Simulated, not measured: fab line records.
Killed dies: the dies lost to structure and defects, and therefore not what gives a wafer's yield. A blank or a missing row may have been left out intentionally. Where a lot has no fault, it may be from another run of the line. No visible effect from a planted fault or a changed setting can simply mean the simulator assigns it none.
fab line records -- flow sky130 -- part 2 of 2: steps 27 to 35 of 35
record lots=5, wafers=15, last_day=50
route steps=708 shown METAL4@634 VIA4@639 METAL5@661
lots untouched by any fault: they come from a run of this same line in which no faults occurred
start_h: hours from the record's opening day to when the first of the lot's shown wafers began -- wait_h: hours since the lot's step before -- " same as the row above -- L1.1+2: a single row standing in for several wafers -- - no value present, or no start provided -- * or withheld: withheld -- < > ~ a bound
route shown NAME@n: NAME is a module with steps in the file, n the number in the route of the first one -- usual: average and standard deviation across the fault-free wafers -- same: alike in all rows -- chamber/n: place in a boat -- sites: each site's reading -- _std_site: the standard deviation of these -- _edge_site: the outer-site mean with the inner-site mean subtracted -- radius_mm: how far each site lies from the wafer's centre -- mask NAME#n: copy n -- behind: the tool/chamber that last shaped the wafer -- hold: why the lot was held/for how many hours/how that ended -- device: the transistor (n, p or np) that didn't switch -- end of line: at the end of the route, the tests of the same wafers -- for a step that has no rows: nothing shown but its recipe -- killed: dies that structure and defects cost at the first sort, which is not the same as the wafer's yield -- map: a wafer's dies, marking killed ones x, the rest . and places with no die _
set.NAME: the setting that was run; set.NAME@STEP: the one run at that earlier step -- model.NAME: the simulator's own value behind a step, which no gauge read
a table for each step, a row for each wafer; lots at some steps of the route
services: a tool's chamber out of use, with start hour (start_h, from the record's first day; less than 0 if before it), hours out, and reason
## steps
# step SKY_VIA4_CMP_21
# recipe stop_on=SiO2, t_overpolish_s=25, down_force_psi=3.5, platen_rpm=60, target_thk_nm=0, pad_velocity_m_s=0.94248
# usual motor_current_A=11.1/0.95, overpolish_run_s=25.001/0.01, time_to_endpoint_s=122/5.8
lot.wafer,tool,chamber,start_h,wait_h,motor_current_A,overpolish_run_s,time_to_endpoint_s
L074.3,cmp-02,2,995.51,0.1,9.7,24.998,118
L074.4,cmp-02,3,995.51,0.1,12.4,25.008,117
L074.2,cmp-02,0,995.51,0.1,11.9,24.995,118
L081.4,cmp-01,2,1043.06,0.1,11.9,25.001,127
L081.1,cmp-01,3,1043.06,0.1,10.4,25.007,116
L081.3,cmp-01,0,1043.06,0.1,9.7,24.988,134
L085.4,cmp-01,3,1064.50,0.1,10.5,24.995,113
L085.2,cmp-01,0,1064.50,0.1,9.7,25.004,132
L085.6,cmp-01,2,1064.50,0.1,11.7,24.984,123
L086.1,cmp-02,2,1076.07,0.2,9.8,25.021,112
L086.4,cmp-02,3,1076.07,0.2,12.3,24.999,115
L086.5,cmp-02,1,1076.07,0.2,11.1,25.008,122
L096.1,cmp-01,2,1133.62,0.3,11.8,25.001,120
L096.4,cmp-01,3,1133.62,0.3,10.2,24.990,109
L096.6,cmp-01,1,1133.62,0.3,11.2,24.983,120
# step SKY_METAL5_SPUTTER_00
# recipe material=Ti, target_thk_nm=15, power_w=3000, time_s=10, chamber_pressure_pa=0.4
# usual throttle_valve_pct=29.7/1.2
lot.wafer,tool,chamber,start_h,wait_h,throttle_valve_pct
L074.2,pvd_sputter-02,-,995.76,0.1,30.3
L074.3,pvd_sputter-02,-,995.76,0.1,29.3
L074.4,pvd_sputter-02,-,995.76,0.1,28.9
L081.1,pvd_sputter-02,-,1043.31,0.1,30.4
L081.3,pvd_sputter-02,-,1043.31,0.1,29.2
L081.4,pvd_sputter-02,-,1043.31,0.1,30.8
L085.2,pvd_sputter-02,-,1064.75,0.1,30.0
L085.4,pvd_sputter-02,-,1064.75,0.1,29.0
L085.6,pvd_sputter-02,-,1064.75,0.1,30.2
L086.1,pvd_sputter-03,-,1076.27,0.1,31.7
L086.4,pvd_sputter-03,-,1076.27,0.1,28.1
L086.5,pvd_sputter-03,-,1076.27,0.1,28.2
L096.1,pvd_sputter-04,-,1133.82,0.1,28.4
L096.4,pvd_sputter-04,-,1133.82,0.1,28.2
L096.6,pvd_sputter-04,-,1133.82,0.1,30.9
# step SKY_METAL5_SPUTTER_01
# recipe material=TiN, target_thk_nm=20, power_w=6500, time_s=16.7, chamber_pressure_pa=0.4
# usual throttle_valve_pct=29.7/1.2
lot.wafer,tool,chamber,start_h,wait_h,throttle_valve_pct
L074.2,pvd_sputter-02,-,995.78,0.0,30.2
L074.3,pvd_sputter-02,-,995.78,0.0,29.4
L074.4,pvd_sputter-02,-,995.78,0.0,29.0
L081.1,pvd_sputter-02,-,1043.33,0.0,30.1
L081.3,pvd_sputter-02,-,1043.33,0.0,29.2
L081.4,pvd_sputter-02,-,1043.33,0.0,30.9
L085.2,pvd_sputter-02,-,1064.77,0.0,30.0
L085.4,pvd_sputter-02,-,1064.77,0.0,29.4
L085.6,pvd_sputter-02,-,1064.77,0.0,30.3
L086.1,pvd_sputter-03,-,1076.30,0.0,31.7
L086.4,pvd_sputter-03,-,1076.30,0.0,27.9
L086.5,pvd_sputter-03,-,1076.30,0.0,28.0
L096.1,pvd_sputter-04,-,1133.85,0.0,28.6
L096.4,pvd_sputter-04,-,1133.85,0.0,28.4
L096.6,pvd_sputter-04,-,1133.85,0.0,30.9
# step SKY_METAL5_SPUTTER_02
# recipe material=AlCu, target_thk_nm=1150, power_w=10600, time_s=61.2, chamber_pressure_pa=0.4
# usual throttle_valve_pct=29.7/1.2
lot.wafer,tool,chamber,start_h,wait_h,throttle_valve_pct
L074.2,pvd_sputter-02,-,995.81,0.0,30.3
L074.3,pvd_sputter-02,-,995.81,0.0,29.6
L074.4,pvd_sputter-02,-,995.81,0.0,29.5
L081.1,pvd_sputter-02,-,1043.36,0.0,30.1
L081.3,pvd_sputter-02,-,1043.36,0.0,29.3
L081.4,pvd_sputter-02,-,1043.36,0.0,31.1
L085.2,pvd_sputter-02,-,1064.80,0.0,30.0
L085.4,pvd_sputter-02,-,1064.80,0.0,29.1
L085.6,pvd_sputter-02,-,1064.80,0.0,30.1
L086.1,pvd_sputter-03,-,1076.32,0.0,31.8
L086.4,pvd_sputter-03,-,1076.32,0.0,28.2
L086.5,pvd_sputter-03,-,1076.32,0.0,28.2
L096.1,pvd_sputter-04,-,1133.87,0.0,28.5
L096.4,pvd_sputter-04,-,1133.87,0.0,28.5
L096.6,pvd_sputter-04,-,1133.87,0.0,30.9
# step SKY_METAL5_SPUTTER_03
# recipe material=Ti, target_thk_nm=5, power_w=3000, time_s=3.3, chamber_pressure_pa=0.4
# usual throttle_valve_pct=29.7/1.2
lot.wafer,tool,chamber,start_h,wait_h,throttle_valve_pct
L074.2,pvd_sputter-02,-,995.86,0.0,30.0
L074.3,pvd_sputter-02,-,995.86,0.0,29.2
L074.4,pvd_sputter-02,-,995.86,0.0,29.5
L081.1,pvd_sputter-02,-,1043.41,0.0,30.3
L081.3,pvd_sputter-02,-,1043.41,0.0,29.2
L081.4,pvd_sputter-02,-,1043.41,0.0,31.0
L085.2,pvd_sputter-02,-,1064.85,0.0,30.0
L085.4,pvd_sputter-02,-,1064.85,0.0,29.2
L085.6,pvd_sputter-02,-,1064.85,0.0,30.3
L086.1,pvd_sputter-03,-,1076.37,0.0,31.8
L086.4,pvd_sputter-03,-,1076.37,0.0,27.7
L086.5,pvd_sputter-03,-,1076.37,0.0,28.1
L096.1,pvd_sputter-04,-,1133.92,0.0,28.3
L096.4,pvd_sputter-04,-,1133.92,0.0,28.7
L096.6,pvd_sputter-04,-,1133.92,0.0,30.7
# step SKY_METAL5_SPUTTER_04
# recipe material=TiN, target_thk_nm=70, power_w=6500, time_s=58.3, chamber_pressure_pa=0.4
# usual throttle_valve_pct=29.8/1.2
lot.wafer,tool,chamber,start_h,wait_h,throttle_valve_pct
L074.2,pvd_sputter-02,-,995.88,0.0,30.0
L074.3,pvd_sputter-02,-,995.88,0.0,29.5
L074.4,pvd_sputter-02,-,995.88,0.0,29.1
L081.1,pvd_sputter-02,-,1043.43,0.0,30.4
L081.3,pvd_sputter-02,-,1043.43,0.0,29.1
L081.4,pvd_sputter-02,-,1043.43,0.0,31.0
L085.2,pvd_sputter-02,-,1064.87,0.0,30.1
L085.4,pvd_sputter-02,-,1064.87,0.0,29.4
L085.6,pvd_sputter-02,-,1064.87,0.0,30.2
L086.1,pvd_sputter-03,-,1076.39,0.0,31.9
L086.4,pvd_sputter-03,-,1076.39,0.0,27.9
L086.5,pvd_sputter-03,-,1076.39,0.0,28.2
L096.1,pvd_sputter-04,-,1133.94,0.0,28.5
L096.4,pvd_sputter-04,-,1133.94,0.0,28.6
L096.6,pvd_sputter-04,-,1133.94,0.0,30.8
# step SKY_METAL5_RS_MEAS_05
# recipe thk_meas_gauge=four-point-probe, reads=TiN_of_METAL5_SPUTTER_04+Ti_of_METAL5_SPUTTER_03+AlCu_of_METAL5_SPUTTER_02+TiN_of_METAL5_SPUTTER_01+Ti_of_METAL5_SPUTTER_00
# usual METAL5_ALCU_RS=0.0271/0.00031
lot.wafer,tool,chamber,start_h,wait_h,METAL5_ALCU_RS[ohm/sq]
L074.2,film_metro-02,-,995.94,0.0,0.0278
L074.3,film_metro-02,-,995.94,0.0,0.0274
L074.4,film_metro-02,-,995.94,0.0,0.0280
L081.1,film_metro-01,-,1043.47,0.0,0.0278
L081.3,film_metro-01,-,1043.47,0.0,0.0274
L081.4,film_metro-01,-,1043.47,0.0,0.0273
L085.2,film_metro-04,-,1064.94,0.0,0.0274
L085.4,film_metro-04,-,1064.94,0.0,0.0273
L085.6,film_metro-04,-,1064.94,0.0,0.0274
L086.1,film_metro-04,-,1076.46,0.0,0.0274
L086.4,film_metro-04,-,1076.46,0.0,0.0275
L086.5,film_metro-04,-,1076.46,0.0,0.0277
L096.1,film_metro-04,-,1133.99,0.0,0.0271
L096.4,film_metro-04,-,1133.99,0.0,0.0270
L096.6,film_metro-04,-,1133.99,0.0,0.0269
# step SKY_METAL5_THK_MEAS_06
# recipe thk_meas_gauge=xrf, reads=AlCu_of_METAL5_SPUTTER_02
# usual METAL5_ALCU_THK=1171/15
lot.wafer,tool,chamber,start_h,wait_h,METAL5_ALCU_THK[nm]
L074.2,film_metro-02,-,996.05,0.1,1134
L074.3,film_metro-02,-,996.05,0.1,1146
L074.4,film_metro-02,-,996.05,0.1,1132
L081.1,film_metro-01,-,1043.59,0.1,1141
L081.3,film_metro-01,-,1043.59,0.1,1165
L081.4,film_metro-01,-,1043.59,0.1,1155
L085.2,film_metro-04,-,1065.05,0.1,1166
L085.4,film_metro-04,-,1065.05,0.1,1166
L085.6,film_metro-04,-,1065.05,0.1,1164
L086.1,film_metro-04,-,1076.58,0.1,1160
L086.4,film_metro-04,-,1076.58,0.1,1160
L086.5,film_metro-04,-,1076.58,0.1,1150
L096.1,film_metro-04,-,1134.11,0.1,1169
L096.4,film_metro-04,-,1134.11,0.1,1174
L096.6,film_metro-04,-,1134.11,0.1,1186
# step SKY_METAL5_DEHYDRATE_07
# recipe temp_c=200, time_s=60
# usual chill_plate_temp_C=22.98/0.096, heater_power_total_W=160.37/0.12
lot.wafer,tool,chamber,start_h,wait_h,chill_plate_temp_C,heater_power_total_W
L074.2,litho_track-02,0,1005.34,9.3,22.90,160.41
L074.3,litho_track-02,0,1005.34,9.3,22.98,160.38
L074.4,litho_track-02,0,1005.34,9.3,22.98,160.32
L081.1,litho_track-02,0,1052.07,8.5,22.96,160.31
L081.3,litho_track-02,0,1052.07,8.5,23.02,160.45
L081.4,litho_track-02,0,1052.07,8.5,22.92,160.37
L085.2,litho_track-04,0,1074.08,9.0,23.05,160.35
L085.4,litho_track-04,0,1074.08,9.0,22.98,160.35
L085.6,litho_track-04,0,1074.08,9.0,22.97,160.33
L086.1,litho_track-04,0,1087.05,10.5,23.11,160.31
L086.4,litho_track-04,0,1087.05,10.5,23.10,160.33
L086.5,litho_track-04,0,1087.05,10.5,23.09,160.28
L096.1,litho_track-03,0,1142.50,8.4,22.94,160.47
L096.4,litho_track-03,0,1142.50,8.4,23.00,160.35
L096.6,litho_track-03,0,1142.50,8.4,23.08,160.25
## services
tool,chamber,start_h,hours,kind
hdpcvd-02,-,950.25,15.0,pm
cmp-02,-,970.78,7.5,pm
hdpcvd-01,0,971.56,3.5,repair
cmp-02,-,983.26,3.3,repair
wet_bench-01,-,984.58,1.1,repair
cmp-02,-,986.04,0.6,repair
hdpcvd-02,-,995.09,14.6,pm
hdpcvd-01,0,996.26,9.5,repair
iline_stepper-02,-,999.66,1.7,pm
plasma_asher-02,-,1004.53,6.1,repair
iline_stepper-02,-,1016.20,2.1,pm
hdpcvd-02,-,1016.95,1.5,repair
pvd_sputter-03,-,1020.89,9.8,repair
iline_stepper-01,-,1026.45,1.7,pm
cmp-02,-,1044.69,6.3,pm
cvd_w-01,-,1047.02,0.2,repair
pvd_sputter-02,-,1060.50,0.9,repair
pvd_sputter-02,-,1063.43,0.7,repair
plasma_asher-04,-,1069.21,1.1,repair
cmp-01,-,1083.24,4.0,pm
pvd_sputter-02,-,1108.76,1.9,repair
cvd_w-01,-,1129.16,2.8,pm
cvd_w-01,1,1132.02,5.2,repair
wet_bench-01,-,1137.30,1.9,pm
